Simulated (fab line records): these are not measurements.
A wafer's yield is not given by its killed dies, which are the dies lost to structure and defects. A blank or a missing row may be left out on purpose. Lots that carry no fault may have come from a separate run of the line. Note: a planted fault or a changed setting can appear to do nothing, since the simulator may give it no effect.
Which tool did it?    flow sky130    Sampling: 7 lots, 20 wafers, 2 of 708 route steps

## WHAT THE GAUGES SHOWED, per wafer
SKY_METAL1_RS_MEAS_05: measurement is done with a four-point probe.
lot   measured      on             METAL1_ALCU_RS (ohm/sq)
L525  day 32 01:58  film-metro-02  0.1264 0.1284 0.1268
L528  day 33 04:11  film-metro-01  0.1262 0.1261 0.1265
L533  day 35 20:45  film-metro-04  0.1238 0.1269 0.1268
L535  day 36 01:20  film-metro-04  0.1314 0.1265
L538  day 36 13:15  film-metro-01  0.1281 0.1271 0.1276
L544  day 38 02:24  film-metro-01  0.1259 0.1255 0.1250
L546  day 38 17:40  film-metro-04  0.1265 0.1270 0.1269

## WHICH TOOL RAN EACH LOT (tool, then ch and the chambers of the sampled wafers, then the start)
lot   SKY_CONTACT_CMP_27
L525  cmp-01 ch 1,2, day 32 01:29
L528  cmp-02 ch 0,3, day 33 03:43
L533  cmp-02 ch 1,2,3, day 35 20:22
L535  cmp-02 ch 2,3, day 36 00:50
L538  cmp-02 ch 0,1, day 36 12:49
L544  cmp-02 ch 1,2,3, day 38 01:58
L546  cmp-02 ch 0,1,2, day 38 17:17
- SKY_CONTACT_CMP_27: polishes, stops on SiO2, t overpolish 15 s, target thk 0 nm.

## THE ANSWER, worked out from the rows above alone
Rule: what is usual is taken from the lots themselves. Put in order of their means at a reading, lots are off if they are a third of the lots or fewer, leave a main group of 4 or more, and stand apart from it by a gap of 3 or more times the standard deviation of the main group's means; of several such gaps the widest counts. If all means in a main group match to the digits the tables above print for the reading, that group is not used. A lot without any number at a reading at which 4 lots or more have one is off too. All remaining lots with rows at the step are treated as sound.
Nothing can be told from this: no lot is off at any reading shown.

## WHAT THE SIMULATOR HAD INSERTED
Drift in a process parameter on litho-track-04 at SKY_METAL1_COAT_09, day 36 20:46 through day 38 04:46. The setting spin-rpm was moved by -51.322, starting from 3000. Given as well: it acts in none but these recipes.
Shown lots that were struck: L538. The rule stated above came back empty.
